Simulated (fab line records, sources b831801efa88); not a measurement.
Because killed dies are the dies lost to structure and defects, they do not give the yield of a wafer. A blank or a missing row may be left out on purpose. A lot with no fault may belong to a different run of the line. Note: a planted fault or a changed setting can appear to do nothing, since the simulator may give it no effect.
fab line records | flow sky130
[record] lots = 6 | wafers = 18 | last-day = 50
route steps=708 shown METAL3@561 VIA3@573 PAD_OPEN@708
lots that met no fault: from a run of the same line without faults
start-h: start of the lot's first displayed wafer, in hours after the record's first day | wait-h: hours elapsed since this lot's preceding step | " the same as in the row above | L1.1+2: a single row standing in for several wafers | - value missing, or start not given | * or withheld: withheld | < > ~ a bound
route shown NAME@n: names a module that has steps shown in the file, with the first one's number in the route | usual: mean and standard deviation over wafers with no fault | same: alike in all rows | chamber/n: place in a boat | sites: each site's reading | _std_site: the values' standard deviation | _edge_site: the outer-site mean with the inner-site mean subtracted | radius-mm: for every site, how far away it sits from the centre of the wafer | mask NAME#n: copy n | behind: the tool/chamber that last shaped the wafer | hold: what put the lot on hold/how long, in hours/how the hold closed | device: which transistor (n, p or np) failed to switch | end of line: the tests these same wafers got at the end of their route | a step without rows: its recipe alone | killed: dies lost to structure and defects at the first sort, not the wafer's yield | map: a wafer's dies, marking killed ones x, the rest . and places with no die _
set.NAME: the setting that was run; set.NAME@STEP: the one run at that earlier step | model.NAME: the simulator's own value behind a step, which no gauge read
certain route steps with their lots: each step a table, each wafer a row
services: a tool's chamber out of use, with start hour (start-h, from the record's first day; less than 0 if before it), hours out, and reason
[[steps]]
[step SKY_METAL3_PEB_11]
[recipe] peb-temp-c = withheld | peb-time-s = withheld | resist = KrF-thick
[step SKY_METAL3_DEVELOP_12]
[recipe] develop-time-s = 60 | resist = KrF-thick | dev-temp-c = 21
[step SKY_METAL3_CD_MEAS_13]
[recipe] target-cd-nm = 300
[usual] cd-nm = 300.2/1.6
lot.wafer | tool      | chamber | start-h | wait-h | cd-nm
L378.1    | cd-sem-01 | -       | 926.26  | -      | 299.6
L378.5    | "         | -       | "       | "      | 299.3
L378.6    | "         | -       | "       | "      | 300.5
L379.1    | cd-sem-01 | -       | 929.22  | -      | 298.0
L379.2    | "         | -       | "       | "      | 296.8
L379.4    | "         | -       | "       | "      | 296.6
L389.2    | cd-sem-02 | -       | 1008.84 | -      | 299.8
L389.3    | "         | -       | "       | "      | 299.6
L389.6    | "         | -       | "       | "      | 300.9
L390.3    | cd-sem-02 | -       | 1009.45 | -      | 302.3
L390.4    | "         | -       | "       | "      | 301.4
L390.5    | "         | -       | "       | "      | 301.1
L391.3    | cd-sem-01 | -       | 1019.81 | -      | 300.7
L391.4    | "         | -       | "       | "      | 299.3
L391.6    | "         | -       | "       | "      | 300.4
L398.2    | cd-sem-02 | -       | 1065.15 | -      | 299.0
L398.3    | "         | -       | "       | "      | 299.3
L398.5    | "         | -       | "       | "      | 299.0
[step SKY_METAL3_OVL_MEAS_14]
[usual] METAL3_OVL = -4/5.5
lot.wafer | tool       | chamber | start-h | wait-h | METAL3_OVL[nm]
L378.1    | overlay-01 | -       | 926.38  | 0.1    | 5
L378.5    | "          | -       | "       | "      | -1
L378.6    | "          | -       | "       | "      | 5
L379.1    | overlay-02 | -       | 929.34  | 0.1    | 5
L379.2    | "          | -       | "       | "      | -2
L379.4    | "          | -       | "       | "      | -2
L389.2    | overlay-01 | -       | 1008.95 | 0.1    | 0
L389.3    | "          | -       | "       | "      | -2
L389.6    | "          | -       | "       | "      | -2
L390.3    | overlay-01 | -       | 1009.55 | 0.1    | -4
L390.4    | "          | -       | "       | "      | 2
L390.5    | "          | -       | "       | "      | -5
L391.3    | overlay-01 | -       | 1019.90 | 0.1    | -1
L391.4    | "          | -       | "       | "      | -9
L391.6    | "          | -       | "       | "      | -6
L398.2    | overlay-02 | -       | 1065.26 | 0.1    | -3
L398.3    | "          | -       | "       | "      | -5
L398.5    | "          | -       | "       | "      | -1
[step SKY_METAL3_DESCUM_15]
[recipe] chemistry = O2 | source-power-w = 150 | bias-power-w = 0 | pressure-mtorr = 10 | temp-c = 40 | time-s = 8
[usual] chamber-pressure-mTorr = 10.002/0.0091 | drypump-motor-current-A = 5.9/0.47 | oes-product-au = 0.995/0.012
lot.wafer | tool         | chamber | start-h | wait-h | chamber-pressure-mTorr | drypump-motor-current-A | oes-product-au | rf-hours-counter-h
L378.1    | rie-metal-04 | 0       | 926.42  | 0.0    | 9.998                  | 6.1                     | 0.962          | 9
L378.5    | "            | 0       | "       | "      | 10.004                 | 6.1                     | 0.969          | -
L378.6    | "            | 1       | "       | "      | 9.984                  | 5.6                     | 0.991          | -
L379.1    | rie-metal-01 | 0       | 929.37  | 0.0    | 9.989                  | 6.5                     | 1.005          | 6
L379.2    | "            | 1       | "       | "      | 10.004                 | 5.3                     | 0.979          | 14
L379.4    | "            | 0       | "       | "      | 9.988                  | 6.5                     | 0.997          | -
L389.2    | rie-metal-01 | 1       | 1008.98 | 0.0    | 9.994                  | 5.3                     | 0.999          | 19
L389.3    | "            | 1       | "       | "      | 10.009                 | 5.3                     | 0.990          | -
L389.6    | "            | 0       | "       | "      | 10.003                 | 6.6                     | 1.020          | -
L390.3    | rie-metal-02 | 0       | 1009.58 | 0.0    | 10.003                 | 5.4                     | 1.004          | -
L390.4    | "            | 1       | "       | "      | 10.017                 | 6.2                     | 0.998          | -
L390.5    | "            | 1       | "       | "      | 10.013                 | 6.1                     | 1.010          | -
L391.3    | rie-metal-01 | 0       | 1019.94 | 0.0    | 10.000                 | 6.5                     | 1.013          | -
L391.4    | "            | 1       | "       | "      | 10.019                 | 5.3                     | 0.985          | -
L391.6    | "            | 0       | "       | "      | 10.008                 | 6.5                     | 1.008          | -
L398.2    | rie-metal-01 | 1       | 1065.29 | 0.0    | 9.987                  | 5.3                     | 0.981          | 22
L398.3    | "            | 0       | "       | "      | 9.999                  | 6.6                     | 1.012          | -
L398.5    | "            | 0       | "       | "      | 9.997                  | 6.6                     | 1.007          | -
[step SKY_METAL3_ETCH_16]
[recipe] chemistry = N2/H2 | target = BARC | ion-energy-ev = 200 | bias-w = 100 | pressure-mtorr = 30 | n2-flow-sccm = 100 | h2-flow-sccm = 200 | icp-w = 500 | stop-on = SiO2 | time-s = 88.2 | target-depth-a = 600
[usual] chamber-pressure-mTorr = 29.999/0.026 | drypump-motor-current-A = 5.9/0.47 | oes-product-au = 0.627/0.005 | throttle-valve-pct = 13.205/0.009
lot.wafer | tool         | chamber | start-h | wait-h | chamber-pressure-mTorr | drypump-motor-current-A | oes-product-au | rf-hours-counter-h | throttle-valve-pct
L378.1    | rie-metal-04 | 0       | 926.45  | 0.0    | 29.970                 | 6.1                     | 0.633          | 9                  | 13.212
L378.5    | "            | 0       | "       | "      | 30.000                 | 6.1                     | 0.621          | -                  | 13.204
L378.6    | "            | 1       | "       | "      | 30.065                 | 5.6                     | 0.628          | -                  | 13.220
L379.1    | rie-metal-01 | 0       | 929.41  | 0.0    | 29.990                 | 6.6                     | 0.628          | 6                  | 13.198
L379.2    | "            | 1       | "       | "      | 29.977                 | 5.3                     | 0.619          | 14                 | 13.211
L379.4    | "            | 0       | "       | "      | 30.037                 | 6.6                     | 0.635          | -                  | 13.209
L389.2    | rie-metal-01 | 1       | 1009.01 | 0.0    | 29.970                 | 5.4                     | 0.631          | 19                 | 13.206
L389.3    | "            | 1       | "       | "      | 30.037                 | 5.4                     | 0.631          | -                  | 13.214
L389.6    | "            | 0       | "       | "      | 29.978                 | 6.6                     | 0.623          | -                  | 13.215
L390.3    | rie-metal-02 | 0       | 1009.63 | 0.0    | 29.995                 | 5.4                     | 0.631          | -                  | 13.196
L390.4    | "            | 1       | "       | "      | 29.963                 | 6.1                     | 0.633          | -                  | 13.185
L390.5    | "            | 1       | "       | "      | 29.997                 | 6.1                     | 0.630          | -                  | 13.215
L391.3    | rie-metal-01 | 0       | 1019.99 | 0.0    | 30.017                 | 6.6                     | 0.621          | -                  | 13.204
L391.4    | "            | 1       | "       | "      | 30.012                 | 5.4                     | 0.629          | -                  | 13.211
L391.6    | "            | 0       | "       | "      | 30.004                 | 6.6                     | 0.624          | -                  | 13.193
L398.2    | rie-metal-01 | 1       | 1065.32 | 0.0    | 30.008                 | 5.4                     | 0.622          | 22                 | 13.174
L398.3    | "            | 0       | "       | "      | 29.983                 | 6.5                     | 0.618          | -                  | 13.211
L398.5    | "            | 0       | "       | "      | 30.019                 | 6.6                     | 0.636          | -                  | 13.199
[step SKY_METAL3_ETCH_17]
[recipe] target = SiO2 | stop-on = TiN | chemistry = C4F8/O2/Ar | source-w = 1500 | bias-w = 1200 | pressure-mtorr = 40 | c4f8-flow-sccm = withheld | O2_flow_sccm = 6 | Ar_flow_sccm = 300 | time-s = 3.9 | target-depth-a = 150
[usual] chamber-pressure-mTorr = 40.00/0.071 | oes-product-au = 0.751/0.0078
lot.wafer | tool        | chamber | start-h | wait-h | chamber-pressure-mTorr | oes-product-au | rf-hours-counter-h
L378.1    | rie-diel-01 | 1       | 926.55  | 0.1    | 40.01                  | 0.743          | 2
L378.5    | "           | 2       | "       | "      | 39.97                  | 0.759          | -
L378.6    | "           | 3       | "       | "      | 39.97                  | 0.756          | -
L379.1    | rie-diel-02 | 0       | 929.50  | 0.1    | 39.99                  | 0.756          | 6
L379.2    | "           | 3       | "       | "      | 40.06                  | 0.745          | 1
L379.4    | "           | 1       | "       | "      | 40.01                  | 0.761          | 15
L389.2    | rie-diel-02 | 0       | 1009.11 | 0.1    | 40.02                  | 0.742          | 8
L389.3    | "           | 2       | "       | "      | 40.06                  | 0.745          | 13
L389.6    | "           | 2       | "       | "      | 40.07                  | 0.752          | -
L390.3    | rie-diel-04 | 3       | 1009.70 | 0.0    | 40.00                  | 0.755          | 7
L390.4    | "           | 1       | "       | "      | 40.00                  | 0.760          | 16
L390.5    | "           | 1       | "       | "      | 40.02                  | 0.753          | -
L391.3    | rie-diel-02 | 3       | 1020.06 | 0.0    | 39.94                  | 0.761          | 4
L391.4    | "           | 1       | "       | "      | 39.96                  | 0.763          | 18
L391.6    | "           | 0       | "       | "      | 40.00                  | 0.764          | -
L398.2    | rie-diel-02 | 1       | 1065.42 | 0.1    | 39.98                  | 0.753          | 19
L398.3    | "           | 3       | "       | "      | 40.03                  | 0.747          | 5
L398.5    | "           | 1       | "       | "      | 39.98                  | 0.757          | -
[step SKY_METAL3_METAL_ETCH_18]
[recipe] target-depth-a = 8450 | stop-on = SiO2 | over-etch-frac = 0.3 | time-s = 183.1 | chemistry = Cl2/BCl3 | resist-sidewall-deg = 88 | pressure-mtorr = 10 | icp-w = 900 | bias-w = 48.5 | Cl2_flow_sccm = 60 | bcl3-flow-sccm = 30
[step SKY_METAL3_STRIP_19]
[recipe] chemistry = O2/N2 | power-w = 1400 | pressure-mtorr = 1500 | platen-temp-c = withheld | o2-flow-sccm = 3000 | n2-flow-sccm = 300 | overash-fraction = 0.5
[usual] chamber-pressure-mTorr = 1499.8/1.4 | drypump-motor-current-A = 5.7/0.41 | oes-product-au = 0.505/0.0069 | strip-time-to-endpoint-s = 6.61/0.12
lot.wafer | tool            | chamber | start-h | wait-h | chamber-pressure-mTorr | drypump-motor-current-A | oes-product-au | rf-hours-counter-h | strip-time-to-endpoint-s
L378.1    | plasma-asher-03 | 1       | 926.75  | 0.1    | 1497.7                 | 5.9                     | 0.505          | 108                | 6.63
L378.5    | "               | 1       | "       | "      | 1500.8                 | 5.9                     | 0.502          | -                  | 6.58
L378.6    | "               | 0       | "       | "      | 1500.7                 | 5.6                     | 0.515          | -                  | 6.66
L379.1    | plasma-asher-02 | 1       | 929.70  | 0.1    | 1500.0                 | 4.9                     | 0.512          | 52                 | 6.72
L379.2    | "               | 0       | "       | "      | 1500.9                 | 5.8                     | 0.515          | 52                 | 6.85
L379.4    | "               | 1       | "       | "      | 1501.2                 | 4.9                     | 0.520          | -                  | 6.92
L389.2    | plasma-asher-02 | 0       | 1009.30 | 0.1    | 1501.1                 | 5.9                     | 0.500          | 60                 | 6.53
L389.3    | "               | 1       | "       | "      | 1498.0                 | 4.9                     | 0.510          | -                  | 6.54
L389.6    | "               | 0       | "       | "      | 1499.1                 | 5.8                     | 0.515          | -                  | 6.68
L390.3    | plasma-asher-03 | 0       | 1009.93 | 0.1    | 1501.5                 | 5.6                     | 0.494          | -                  | 6.59
L390.4    | "               | 1       | "       | "      | 1497.7                 | 6.0                     | 0.497          | -                  | 6.40
L390.5    | "               | 0       | "       | "      | 1500.3                 | 5.6                     | 0.495          | -                  | 6.39
L391.3    | plasma-asher-03 | 1       | 1020.29 | 0.1    | 1500.8                 | 5.9                     | 0.501          | -                  | 6.61
L391.4    | "               | 0       | "       | "      | 1499.1                 | 5.6                     | 0.514          | -                  | 6.68
L391.6    | "               | 0       | "       | "      | 1499.5                 | 5.6                     | 0.505          | -                  | 6.55
L398.2    | plasma-asher-04 | 0       | 1065.62 | 0.1    | 1501.1                 | 6.1                     | 0.507          | 30                 | 6.60
L398.3    | "               | 0       | "       | "      | 1498.6                 | 6.1                     | 0.514          | -                  | 6.62
L398.5    | "               | 1       | "       | "      | 1499.9                 | 6.0                     | 0.499          | -                  | 6.58
[step SKY_METAL3_STRIP_20]
[recipe] chemistry = post-etch-residue-remover | time-s = 1200 | temp-c = 72.5
[step SKY_METAL3_CLEAN_21]
[recipe] chemistry = IPA | time-s = 180 | temp-c = 25
[step SKY_METAL3_CLEAN_22]
[recipe] chemistry = O3/DIW | dry = n2-spin
[step SKY_VIA3_HDPCVD_00]
[recipe] material = SiO2 | target-thk-nm = 1635 | sigma-open-frac = 0.3 | time-s = 272.5 | temp-c = 400 | sih4-flow-sccm = 60 | pressure-mtorr = 6
[usual] run-length-s = 300.4/0.57
lot.wafer | tool      | chamber | start-h | wait-h | run-length-s | model.SiO2_of_VIA3_HDPCVD_00.thk-nm
L378.1    | hdpcvd-02 | 1       | 927.37  | 0.0    | 300.2        | 1650
L378.5    | "         | 0       | "       | "      | 300.2        | 1642
L378.6    | "         | 1       | "       | "      | 300.7        | 1637
L379.1    | hdpcvd-01 | 0       | 930.31  | 0.0    | 300.0        | 1693
L379.2    | "         | 2       | "       | "      | 301.1        | 1659
L379.4    | "         | 1       | "       | "      | 301.4        | 1662
L389.2    | hdpcvd-02 | 0       | 1009.93 | 0.0    | 300.2        | 1640
L389.3    | "         | 2       | "       | "      | 255.1        | 1375
L389.6    | "         | 2       | "       | "      | 254.8        | 1373
L390.3    | hdpcvd-02 | 1       | 1010.49 | 0.0    | 299.7        | 1657
L390.4    | "         | 0       | "       | "      | 300.0        | 1652
L390.5    | "         | 2       | "       | "      | 254.7        | 1370
L391.3    | hdpcvd-01 | 2       | 1020.84 | 0.0    | 300.3        | 1654
L391.4    | "         | 0       | "       | "      | 299.8        | 1630
L391.6    | "         | 2       | "       | "      | 300.4        | 1652
L398.2    | hdpcvd-01 | 1       | 1066.21 | 0.0    | 301.6        | 1659
L398.3    | "         | 0       | "       | "      | 300.0        | 1633
L398.5    | "         | 1       | "       | "      | 301.4        | 1654
[step SKY_VIA3_THK_MEAS_01]
[recipe] reads = SiO2_of_VIA3_HDPCVD_00
[usual] VIA3_HDPCVD_THK = 1645/19
lot.wafer | tool          | chamber | start-h | wait-h | VIA3_HDPCVD_THK[nm]
L378.1    | film-metro-01 | -       | 927.54  | 0.1    | 1652
L378.5    | "             | -       | "       | "      | 1642
L378.6    | "             | -       | "       | "      | 1637
L379.1    | film-metro-01 | -       | 930.47  | 0.1    | 1693
L379.2    | "             | -       | "       | "      | 1660
L379.4    | "             | -       | "       | "      | 1663
L389.2    | film-metro-02 | -       | 1010.11 | 0.1    | 1640
L389.3    | "             | -       | "       | "      | 1375
L389.6    | "             | -       | "       | "      | 1374
L390.3    | film-metro-02 | -       | 1010.68 | 0.1    | 1657
L390.4    | "             | -       | "       | "      | 1651
L390.5    | "             | -       | "       | "      | 1371
L391.3    | film-metro-01 | -       | 1021.03 | 0.1    | 1654
L391.4    | "             | -       | "       | "      | 1630
L391.6    | "             | -       | "       | "      | 1654
L398.2    | film-metro-03 | -       | 1066.39 | 0.1    | 1660
L398.3    | "             | -       | "       | "      | 1632
L398.5    | "             | -       | "       | "      | 1653
[step SKY_VIA3_CMP_02]
[recipe] material = SiO2 | down-force-psi = 4 | platen-rpm = 60 | pad-velocity-m-s = 0.94248
[usual] edge-zone-pressure-frac = 0.999/0.0049 | motor-current-A = 11.9/1.5
lot.wafer | tool   | chamber | start-h | wait-h | edge-zone-pressure-frac | motor-current-A
L378.1    | cmp-01 | 1       | 927.75  | 0.2    | 1.005                   | 12.7
L378.6    | "      | 2       | "       | "      | 0.993                   | 13.3
L378.5    | "      | 3       | "       | "      | 1.000                   | 13.2
L379.2    | cmp-02 | 3       | 930.53  | 0.0    | 0.993                   | 12.8
L379.4    | "      | 1       | "       | "      | 0.999                   | 10.4
L379.1    | "      | 2       | "       | "      | 1.001                   | 10.4
L389.3    | cmp-02 | 1       | 1010.20 | 0.1    | 0.995                   | 11.4
L389.2    | "      | 3       | "       | "      | 0.997                   | 12.1
L389.6    | "      | 1       | "       | "      | 0.996                   | 10.9
L390.3    | cmp-02 | 3       | 1010.85 | 0.2    | 0.998                   | 12.0
L390.4    | "      | 1       | "       | "      | 1.008                   | 9.9
L390.5    | "      | 2       | "       | "      | 0.997                   | 10.0
L391.4    | cmp-02 | 1       | 1021.20 | 0.1    | 1.013                   | 11.1
L391.3    | "      | 2       | "       | "      | 1.005                   | 10.0
L391.6    | "      | 3       | "       | "      | 0.991                   | 12.8
L398.2    | cmp-01 | 0       | 1067.11 | 0.7    | 1.002                   | 14.0
L398.3    | "      | 3       | "       | "      | 1.002                   | 13.1
L398.5    | "      | 0       | "       | "      | 0.999                   | 13.7
[step SKY_PAD_OPEN_PROBE_99]
[usual] defect-limited-yield = 82.6/1.9 | killed_at_M0_to_M3 = 43/5.9 | killed_at_M4_up = 2.9/1.5 | killed-at-contacts = 24/5 | killed-at-front-end = 15/4.8 | killed-at-other = 0.2/0.5 | killed-dies = 86/9.3 | killed-open = 47/7.1 | killed-short = 38/6.3 | sort_bin_3_pad_short = 0.8/0.42 | sort_bin_5_function = 10.2/1.4 | sort_bin_6_memory = 6.4/1.1 | sort-n-pass = 406/9.3 | sort-yield-pct = 82.6/1.9
[same] gross-dies = 492 | killed-at-back-side = 0 | sort_bin_4_leakage[%] = 0 | sort_bin_8_speed[%] = 0
lot.wafer | tool      | chamber | start-h | wait-h | defect-limited-yield[%] | killed_at_M0_to_M3 | killed_at_M4_up | killed-at-contacts | killed-at-front-end | killed-at-other | killed-dies | killed-open | killed-short | sort_bin_3_pad_short[%] | sort_bin_5_function[%] | sort_bin_6_memory[%] | sort-n-pass | sort-yield-pct[%]
L378.1    | prober-01 | -       | 1098.03 | 0.1    | 83.1                    | 35                 | 3               | 24                 | 21                  | 0               | 83          | 48          | 35           | 0.2                     | 9.8                    | 6.9                  | 409         | 83.1
L378.5    | prober-01 | -       | 1098.23 | 0.2    | 80.3                    | 47                 | 3               | 30                 | 17                  | 0               | 97          | 48          | 49           | 1.2                     | 12.2                   | 6.3                  | 395         | 80.3
L378.6    | prober-01 | -       | 1098.28 | 0.2    | 79.7                    | 51                 | 2               | 27                 | 19                  | 1               | 100         | 50          | 50           | 0.8                     | 10.6                   | 8.9                  | 392         | 79.7
L379.1    | prober-02 | -       | 1098.68 | 0.1    | 81.7                    | 56                 | 0               | 23                 | 11                  | 0               | 90          | 58          | 32           | 1.0                     | 10.0                   | 7.3                  | 402         | 81.7
L379.2    | prober-02 | -       | 1098.73 | 0.1    | 80.3                    | 55                 | 4               | 30                 | 8                   | 0               | 97          | 57          | 40           | 0.8                     | 12.6                   | 6.3                  | 395         | 80.3
L379.4    | prober-02 | -       | 1098.83 | 0.2    | 82.5                    | 49                 | 5               | 22                 | 10                  | 0               | 86          | 46          | 40           | 1.0                     | 11.0                   | 5.5                  | 406         | 82.5
L389.2    | prober-02 | -       | 1164.38 | 0.1    | 83.9                    | 43                 | 3               | 21                 | 12                  | 0               | 79          | 47          | 32           | 0.2                     | 7.9                    | 7.9                  | 413         | 83.9
L389.3    | prober-02 | -       | 1164.43 | 0.2    | 80.9                    | 44                 | 3               | 29                 | 18                  | 0               | 94          | 48          | 46           | 1.0                     | 12.4                   | 5.7                  | 398         | 80.9
L389.6    | prober-02 | -       | 1164.58 | 0.2    | 82.7                    | 43                 | 3               | 18                 | 21                  | 0               | 85          | 45          | 40           | 1.4                     | 9.8                    | 6.1                  | 407         | 82.7
L390.3    | prober-01 | -       | 1165.65 | 0.2    | 81.1                    | 41                 | 5               | 28                 | 19                  | 0               | 93          | 55          | 38           | 0.6                     | 9.8                    | 8.5                  | 399         | 81.1
L390.4    | prober-01 | -       | 1165.70 | 0.2    | 82.3                    | 41                 | 3               | 27                 | 16                  | 0               | 87          | 39          | 48           | 1.4                     | 9.8                    | 6.5                  | 405         | 82.3
L390.5    | prober-01 | -       | 1165.75 | 0.2    | 83.1                    | 49                 | 2               | 21                 | 11                  | 0               | 83          | 50          | 33           | 1.0                     | 11.4                   | 4.5                  | 409         | 83.1
L391.3    | prober-02 | -       | 1172.19 | 0.2    | 84.3                    | 36                 | 3               | 25                 | 13                  | 0               | 77          | 41          | 36           | 0.2                     | 8.5                    | 6.9                  | 415         | 84.3
L391.4    | prober-02 | -       | 1172.24 | 0.2    | 81.3                    | 43                 | 4               | 30                 | 15                  | 0               | 92          | 54          | 38           | 0.4                     | 11.4                   | 6.9                  | 400         | 81.3
L391.6    | prober-02 | -       | 1172.34 | 0.2    | 83.5                    | 43                 | 3               | 21                 | 12                  | 2               | 81          | 38          | 43           | 0.6                     | 10.6                   | 5.3                  | 411         | 83.5
// killed by level:class
L378.1 VIA1:geometric-particle:open=9 FIELD_ISO:geometric-particle:open=8 LI_CONTACT:geometric-particle:open=8 CONTACT:geometric-particle:open=6 FIELD_ISO:geometric-particle:short=5 VIA3:geometric-particle:open=5 VIA3:geometric-particle:short=4 CONTACT:geometric-particle:short=4
L378.5 VIA1:geometric-particle:open=10 FIELD_ISO:geometric-particle:short=7 CONTACT:geometric-particle:open=7 LI_CONTACT:geometric-particle:open=7 CONTACT:geometric-particle:short=6 METAL2:geometric-particle:short=6 VIA3:geometric-particle:open=6 LOCAL_INTERCONNECT:geometric-particle:short=5
L378.6 LI_CONTACT:geometric-particle:open=11 METAL2:geometric-particle:short=11 VIA2:geometric-particle:open=9 VIA3:geometric-particle:open=9 CONTACT:geometric-particle:open=8 METAL3:geometric-particle:short=6 CONTACT:geometric-particle:short=5 FIELD_ISO:geometric-particle:open=4
L379.1 VIA1:geometric-particle:open=13 VIA3:geometric-particle:open=10 VIA2:geometric-particle:open=8 LI_CONTACT:geometric-particle:open=7 CONTACT:geometric-particle:open=6 VIA1:geometric-particle:short=6 METAL3:geometric-particle:short=5 FIELD_ISO:geometric-particle:open=4
L379.2 VIA1:geometric-particle:open=19 CONTACT:geometric-particle:open=10 METAL1:geometric-particle:short=9 VIA1:geometric-particle:short=8 LI_CONTACT:geometric-particle:open=6 VIA3:geometric-particle:open=6 LI_CONTACT:geometric-particle:short=5 POLY_GATE:geometric-particle:open=4
L379.4 VIA1:geometric-particle:open=9 METAL1:geometric-particle:short=8 LI_CONTACT:geometric-particle:open=7 VIA2:geometric-particle:open=7 CONTACT:geometric-particle:open=7 VIA3:geometric-particle:open=6 LOCAL_INTERCONNECT:geometric-particle:short=5 METAL2:geometric-particle:short=5
L389.2 VIA1:geometric-particle:open=12 CONTACT:geometric-particle:open=8 VIA2:geometric-particle:open=8 VIA3:geometric-particle:open=8 CONTACT:geometric-particle:short=6 METAL1:geometric-particle:short=5 LI_CONTACT:geometric-particle:open=4 FIELD_ISO:geometric-particle:open=3
L389.3 VIA1:geometric-particle:open=9 CONTACT:geometric-particle:short=8 CONTACT:geometric-particle:open=8 METAL1:geometric-particle:short=8 VIA3:geometric-particle:open=8 FIELD_ISO:geometric-particle:open=5 LI_CONTACT:geometric-particle:open=5 LOCAL_INTERCONNECT:geometric-particle:short=5
L389.6 VIA1:geometric-particle:open=8 CONTACT:geometric-particle:open=8 VIA2:geometric-particle:open=7 METAL1:geometric-particle:short=7 POLY_GATE:geometric-particle:short=6 VIA1:geometric-particle:short=6 FIELD_ISO:geometric-particle:short=5 POLY_GATE:geometric-particle:open=5
L390.3 VIA1:geometric-particle:open=14 LI_CONTACT:geometric-particle:open=10 CONTACT:geometric-particle:open=9 METAL1:geometric-particle:short=6 FIELD_ISO:geometric-particle:short=5 VIA3:geometric-particle:open=5 FIELD_ISO:geometric-particle:open=4 POLY_GATE:geometric-particle:short=4
L390.4 CONTACT:geometric-particle:open=9 FIELD_ISO:geometric-particle:short=8 LI_CONTACT:geometric-particle:open=7 VIA1:geometric-particle:open=6 VIA3:geometric-particle:open=6 CONTACT:geometric-particle:short=6 LOCAL_INTERCONNECT:geometric-particle:short=5 METAL1:geometric-particle:short=5
L390.5 VIA1:geometric-particle:open=17 LI_CONTACT:geometric-particle:open=8 VIA1:geometric-particle:short=8 CONTACT:geometric-particle:open=6 VIA3:geometric-particle:open=6 FIELD_ISO:geometric-particle:open=4 METAL2:geometric-particle:short=4 CONTACT:geometric-particle:short=3
L391.3 CONTACT:geometric-particle:open=9 VIA1:geometric-particle:open=7 METAL1:geometric-particle:short=6 VIA2:geometric-particle:open=6 LI_CONTACT:geometric-particle:open=5 LOCAL_INTERCONNECT:geometric-particle:short=5 METAL2:geometric-particle:short=5 POLY_GATE:geometric-particle:short=3
L391.4 LI_CONTACT:geometric-particle:open=11 VIA1:geometric-particle:open=9 METAL2:geometric-particle:short=9 VIA2:geometric-particle:open=9 CONTACT:geometric-particle:open=7 LI_CONTACT:geometric-particle:short=5 VIA2:geometric-particle:short=5 POLY_GATE:geometric-particle:open=4
L391.6 METAL2:geometric-particle:short=9 LOCAL_INTERCONNECT:geometric-particle:short=8 CONTACT:geometric-particle:open=7 VIA1:geometric-particle:open=7 VIA3:geometric-particle:open=7 VIA2:geometric-particle:open=6 VIA2:geometric-particle:short=5 FIELD_ISO:geometric-particle:short=4
[[services]]
tool            | chamber | start-h | hours | kind
cmp-02          | -       | 912.02  | 4.0   | pm
rie-metal-04    | -       | 919.00  | 0.5   | repair
rie-metal-04    | 0       | 920.10  | 4.3   | repair
hdpcvd-02       | -       | 925.34  | 1.2   | repair
cmp-02          | -       | 926.66  | 1.1   | repair
rie-diel-02     | 1       | 926.81  | 1.6   | repair
plasma-asher-02 | -       | 930.86  | 1.9   | repair
hdpcvd-01       | -       | 950.25  | 15.0  | pm
cmp-02          | -       | 950.96  | 6.9   | pm
rie-diel-02     | -       | 959.67  | 1.7   | repair
rie-diel-04     | -       | 967.33  | 14.6  | pm
cmp-01          | -       | 969.91  | 3.4   | repair
rie-metal-04    | 0       | 978.51  | 1.7   | repair
cmp-01          | -       | 1005.59 | 6.5   | repair
plasma-asher-02 | -       | 1010.94 | 2.8   | repair
rie-metal-04    | 0       | 1015.94 | 1.2   | repair
cmp-02          | -       | 1033.50 | 1.4   | repair
plasma-asher-02 | -       | 1036.81 | 2.8   | pm
hdpcvd-01       | 2       | 1039.76 | 15.9  | repair
rie-metal-02    | 1       | 1050.84 | 4.1   | repair
cmp-01          | -       | 1052.34 | 0.3   | repair
cmp-02          | -       | 1052.42 | 1.0   | repair
plasma-asher-03 | -       | 1055.25 | 9.0   | pm
cmp-02          | -       | 1063.44 | 6.5   | pm
[[key]]
[first-sign] step = SKY_VIA3_HDPCVD_00 | reading = run-length-s | direction = down | sigmas = 80 | usual = * | struck = *
[effect] step = SKY_VIA3_THK_MEAS_01 | reading = VIA3_HDPCVD_THK | direction = down | sigmas = 14 | usual = 1645 | struck = 1373
[model-effect] step = SKY_VIA3_HDPCVD_00 | value = SiO2_of_VIA3_HDPCVD_00.thk-nm | without = 1643 | struck = 1373
met-at SKY_VIA3_HDPCVD_00
struck-wafers L389.3,L389.6,L390.5
[fault] kind = process-parameter-drift | tool = hdpcvd-02 | chamber = 2 | onset-h = 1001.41 | steps = SKY_VIA3_HDPCVD_00 | channel = time-s | offset = * | shape = step | end-h = 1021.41 | acts-in = * | stated = *
